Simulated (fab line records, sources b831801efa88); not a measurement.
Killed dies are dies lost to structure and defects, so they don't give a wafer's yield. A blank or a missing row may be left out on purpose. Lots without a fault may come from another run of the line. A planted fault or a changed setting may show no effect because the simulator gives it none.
One fault seen from 2 desks | flow gf180mcu | each desk has only its own numbers; what lay behind them comes last

THE TOOL OWNER'S DESK: implanter-04
The tool's own readings at GF_VT_IMPLANT_IMPLANT_41: means of the sampled wafers that have a number, for each lot that ran on this tool. A lot is out of limits, marked OUT, if its mean lies more than 4 standard deviations from the usual mean; the brackets give that distance.
Columns: A = beam_energy_keV at GF_VT_IMPLANT_IMPLANT_41, usual 70.001
lot  | first seen here | A
L479 | day 7 20:14     | 70.027
L480 | day 8 07:29     | 69.997
L481 | day 8 12:38     | 70.013
L484 | day 9 05:34     | 69.962
L491 | day 11 05:35    | 82.193 (+99 or more) OUT
L492 | day 11 13:50    | 82.191 (+99 or more) OUT
This desk's finding: out of limits on L491, L492; first on L491, day 11 05:35 (beam_energy_keV at GF_VT_IMPLANT_IMPLANT_41). In limits: L479, L480, L481, L484.

THE METROLOGY DESK
What the gauges read, lot by lot, whatever tool the lot ran on: means of the sampled wafers that have a number. A lot is out of limits, marked OUT, if its mean lies more than 4 standard deviations from the usual mean; the brackets give that distance.
Columns: A = VT_IMPLANT_4_TW at GF_VT_IMPLANT_TW_MEAS_43, usual 693; B = cd_nm at GF_POLY_GATE_CD_MEAS_18, usual 280.1 nm; C = HV_LDD_02_OVL at GF_HV_LDD_OVL_MEAS_32, usual 0.4 nm
lot  | first seen here | A              | B     | C
L478 | day 7 15:01     | 699            | 281.7 | 1.7
L479 | day 7 20:28     | 687            | 280.7 | -0.6
L480 | day 8 07:44     | 705            | 279.0 | -0.1
L481 | day 8 12:53     | 687            | 278.4 | -0.7
L482 | day 8 15:11     | 702            | 279.1 | 1.3
L483 | day 8 22:43     | 702            | 282.0 | -1.5
L484 | day 9 05:49     | 702            | 280.8 | -0.2
L487 | day 10 02:07    | 686            | 279.6 | 1.4
L488 | day 10 09:20    | 684            | 280.7 | 1.8
L491 | day 11 05:50    | 722            | 282.3 | 3.7
L492 | day 11 14:05    | 733 (+5.5) OUT | 280.8 | -1.6
L495 | day 12 09:25    | 689            | 280.6 | -0.3
L496 | day 12 13:47    | 687            | 278.5 | 0.9
L498 | day 13 05:34    | 687            | 279.5 | 1.5
This desk's finding: out of limits on L492; first on L492, day 11 14:05 (VT_IMPLANT_4_TW at GF_VT_IMPLANT_TW_MEAS_43). In limits: L478, L479, L480, L481, L482, L483, L484, L487, L488, L491, L495, L496, L498.

PUT TOGETHER
The tool owner's desk could have raised an alarm at day 11 05:35, on L491, L492.
The metrology desk could have raised an alarm at day 11 14:05, on L492.
The metrology desk has L491 on record, within its limits.
Of the lots named, all ran GF_VT_IMPLANT_IMPLANT_41 on implanter-04.

WHAT THE SIMULATOR HAD PUT IN
Process parameter drift: implanter-04, from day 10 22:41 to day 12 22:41, at GF_VT_IMPLANT_IMPLANT_41. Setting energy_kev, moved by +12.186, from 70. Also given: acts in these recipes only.
Lots struck among those shown: L491, L492.
Hours from the fault's start to each desk's first reading out of limits: the tool owner's desk, 7; the metrology desk, 15.
